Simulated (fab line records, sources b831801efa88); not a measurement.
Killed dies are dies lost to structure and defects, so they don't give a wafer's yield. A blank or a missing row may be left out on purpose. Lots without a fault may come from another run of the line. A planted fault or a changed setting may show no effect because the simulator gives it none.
Which tool did it? | flow sfq_line | 13 lots, 38 wafers sampled, at 1 step of a route of 325

WHAT THE GAUGES READ, wafer by wafer
The record holds no reading of a measuring or inspecting step that can be judged against a usual standard deviation.

WHICH TOOL RAN EACH LOT (tool, then ch and the chambers of the sampled wafers, then the start)
lot  | SFQ_TRILAYER_M5_BARC_OPEN_METAL_ETCH_161
L227 | rie_metal-03 ch 0, day 49 11:34
L228 | rie_metal-02 ch 0,1, day 49 12:42
L231 | rie_metal-04 ch 0,1, day 52 20:38
L232 | rie_metal-02 ch 0,1, day 52 21:51
L234 | rie_metal-04 ch 0,1, day 53 00:13
L238 | rie_metal-02 ch 0,1, day 54 08:20
L239 | rie_metal-03 ch 0,1, day 54 23:04
L241 | rie_metal-03 ch 0,1, day 55 15:53
L243 | rie_metal-04 ch 0,1, day 57 16:54
L244 | rie_metal-02 ch 0,1, day 57 19:18
L246 | rie_metal-02 ch 0,1, day 58 08:31
L247 | rie_metal-02 ch 0,1, day 64 02:52
L248 | rie_metal-03 ch 0, day 64 06:28
- SFQ_TRILAYER_M5_BARC_OPEN_METAL_ETCH_161: etches BARC in O2, target depth 125 nm, time 41.7 s.

WHAT THE TOOLS THEMSELVES READ (means of the sampled wafers that have a number; where no wafer has one, the mark that the record gives instead)
SFQ_TRILAYER_M5_BARC_OPEN_METAL_ETCH_161.
lot  | tool         | drypump_motor_current_A (A) | oes_product_au (a.u.) | run_length_s (s)
L227 | rie_metal-03 | 6.2                         | 0.685                 | 70.7
L228 | rie_metal-02 | 5.6                         | 0.690                 | 70.0
L231 | rie_metal-04 | 5.6                         | 0.684                 | 70.4
L232 | rie_metal-02 | 5.7                         | 0.675                 | 73.9
L234 | rie_metal-04 | 5.7                         | 0.685                 | 70.4
L238 | rie_metal-02 | 5.7                         | 0.684                 | 70.0
L239 | rie_metal-03 | 5.7                         | 0.682                 | 70.5
L241 | rie_metal-03 | 5.2                         | 0.688                 | 70.3
L243 | rie_metal-04 | 5.6                         | 0.691                 | 70.4
L244 | rie_metal-02 | 5.7                         | 0.682                 | 70.3
L246 | rie_metal-02 | 5.7                         | 0.689                 | 70.1
L247 | rie_metal-02 | 5.7                         | 0.686                 | 70.1
L248 | rie_metal-03 | 6.1                         | 0.686                 | 70.7

THE ANSWER, worked out from the rows above alone
Rule: what is usual is taken from the lots themselves. Put in order of their means at a reading, lots are off if they are a third of the lots or fewer, leave a main group of 4 or more, and stand apart from it by a gap of 3 or more times the standard deviation of the main group's means; of several such gaps the widest counts. A main group whose means are all the same, to the digits that the tables above print for the reading, isn't used. A lot without any number at a reading at which 4 lots or more have one is off too. The other lots that the step has rows for count as sound. The gauges are gone through in route order, then the tools' own readings, and for those a lot's mean is taken as printed above. The first step at which some lot is off is used, and at that step the reading that is off furthest; a lot without a number counts as furthest.
Off: L232, at SFQ_TRILAYER_M5_BARC_OPEN_METAL_ETCH_161 (run_length_s). The main group: mean 70.3 s, standard deviation 0.23.
A tool fits if, at that step or a process step before it, it ran every lot that is off, and no sound lot after the first of them. None of those tried fits.

WHAT THE SIMULATOR HAD PUT IN
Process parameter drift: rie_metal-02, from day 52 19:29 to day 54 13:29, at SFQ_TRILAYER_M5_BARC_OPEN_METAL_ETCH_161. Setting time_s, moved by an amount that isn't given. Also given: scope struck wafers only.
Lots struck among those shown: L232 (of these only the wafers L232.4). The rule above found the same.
